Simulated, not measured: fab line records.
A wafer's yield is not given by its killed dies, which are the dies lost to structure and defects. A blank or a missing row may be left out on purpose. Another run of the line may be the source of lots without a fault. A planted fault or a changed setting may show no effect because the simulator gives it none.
8D (eight disciplines) problem report, filled in by code + flow sky130 + the parts of the form that need people (team, actions taken, sign-off) are left out

1. PROBLEM STATEMENT
VIA1_HDPCVD_THK at SKY_VIA1_THK_MEAS_01 reads a mean of 886 nm on 2 wafers of 2 lots; wafers without a fault read 1033 nm with a standard deviation of 9.3. Relative to the usual mean, that is a shift of -16 standard deviations.
Seen first at day 36 05:55 on film-metro-02, wafer L190.5. The record holds 33 wafers of 12 lots with a number at this step. Rule for "out" (also "out of limits"): further than 4 standard deviations from the usual mean. Any other wafer with a number is counted as sound.

2. WHAT IT IS, WHAT IT ISN'T
| question                    | is                           | is not                                                                                       |
|-----------------------------|------------------------------|----------------------------------------------------------------------------------------------|
| which readings at this step | VIA1_HDPCVD_THK              | -                                                                                            |
| which lots                  | L190, L192                   | L181, L182, L183, L184, L187, L194, L195, L196, L198, L202                                   |
| which wafers of those lots  | L190.5, L192.3               | L190.2                                                                                       |
| read on which gauges        | film-metro-02, film-metro-04 | film-metro-01                                                                                |
| when                        | from day 36 05:55            | up to then (16 sound wafers); but 15 sound wafers of L194, L195, L196, L198, L202 came after |

3. THE SUSPECTS, EACH WITH WHAT RULES IT OUT
Counting: any tool at a process step up to the reading remains a suspect provided it ran every lot that is out. Sound lots after the first of them don't rule it out here, since some wafers of a struck lot are sound.
- ruled out: the gauge at SKY_VIA1_THK_MEAS_01. The wafers that are out were read on 2 gauges (film-metro-02, film-metro-04).
- cmp-02 at SKY_CONTACT_CMP_04 (polishes SiO2): kept. Ran every lot that is out, first one L190 (day 33 23:02); last sound lot up to then L187 (day 32 21:50).
- pvd-sputter-01 at SKY_METAL1_SPUTTER_01 (material TiN, target thk 20 nm, time 16.7 s): kept. Ran every lot that is out, first one L190 (day 35 03:31); last sound lot up to then L187 (day 34 02:11).
- pvd-sputter-01 at SKY_METAL1_SPUTTER_03 (material Ti, target thk 5 nm, time 3.3 s): kept. Ran every lot that is out, first one L190 (day 35 03:34); last sound lot up to then L187 (day 34 02:14).
- hdpcvd-02 at SKY_VIA1_HDPCVD_00 (deposits SiO2, target thk 1030 nm, time 171.7 s): kept. Ran every lot that is out, first one L190 (day 36 05:48); last sound lot up to then L187 (day 35 05:56). Out on those wafers are its own readings of sih4-flow-sccm.
- Within hdpcvd-02 at SKY_VIA1_HDPCVD_00: the wafers that are out ran in chamber 0; their sound lot-mates ran in chamber 2.
Left after counting: cmp-02 at SKY_CONTACT_CMP_04, pvd-sputter-01 at SKY_METAL1_SPUTTER_01, pvd-sputter-01 at SKY_METAL1_SPUTTER_03, hdpcvd-02 at SKY_VIA1_HDPCVD_00.

4. THE CAUSE (what the simulator had put in)
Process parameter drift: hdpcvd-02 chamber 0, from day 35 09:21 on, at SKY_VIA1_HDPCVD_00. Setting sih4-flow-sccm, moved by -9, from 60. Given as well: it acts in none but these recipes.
Counting left 4 suspects, and this tool is among them.

5. THE CHAIN OF EFFECTS, in route order
Each row: a reading where the mean over the struck wafers with a number is more than 3 standard deviations away from the usual. Readings are gone through only where the record gives a usual standard deviation; hours: the median, over the lots, of the time from a lot's start at the first step in this table giving one to that lot's start at this step; sigmas: the change measured in usual standard deviations.
| hours | step                 | reading         | usual      | on struck wafers | change | sigmas |
|-------|----------------------|-----------------|------------|------------------|--------|--------|
| 0     | SKY_VIA1_HDPCVD_00   | sih4-flow-sccm  | 60.00 sccm | 50.94            | -9.06  | -53    |
| 0     | SKY_VIA1_THK_MEAS_01 | VIA1_HDPCVD_THK | 1033 nm    | 886              | -146   | -16    |
It contains these process steps:
- SKY_VIA1_HDPCVD_00: deposits SiO2, target thk 1030 nm, time 171.7 s.

6. HOW IT WOULD HAVE BEEN CAUGHT EARLIER
21 hours passed between the start of the fault at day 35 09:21 and the first reading out of limits at a measuring or inspecting step in this record, taken at day 36 05:55.
Tool's own readings at SKY_VIA1_HDPCVD_00, sih4-flow-sccm: out on all struck wafers the step has rows for; an alarm limit on them would have tripped on the first.
Among the 2 lots that are out, L192 began SKY_VIA1_HDPCVD_00 on hdpcvd-02 after day 36 05:55. A tool hold placed at that time would have kept it from harm.
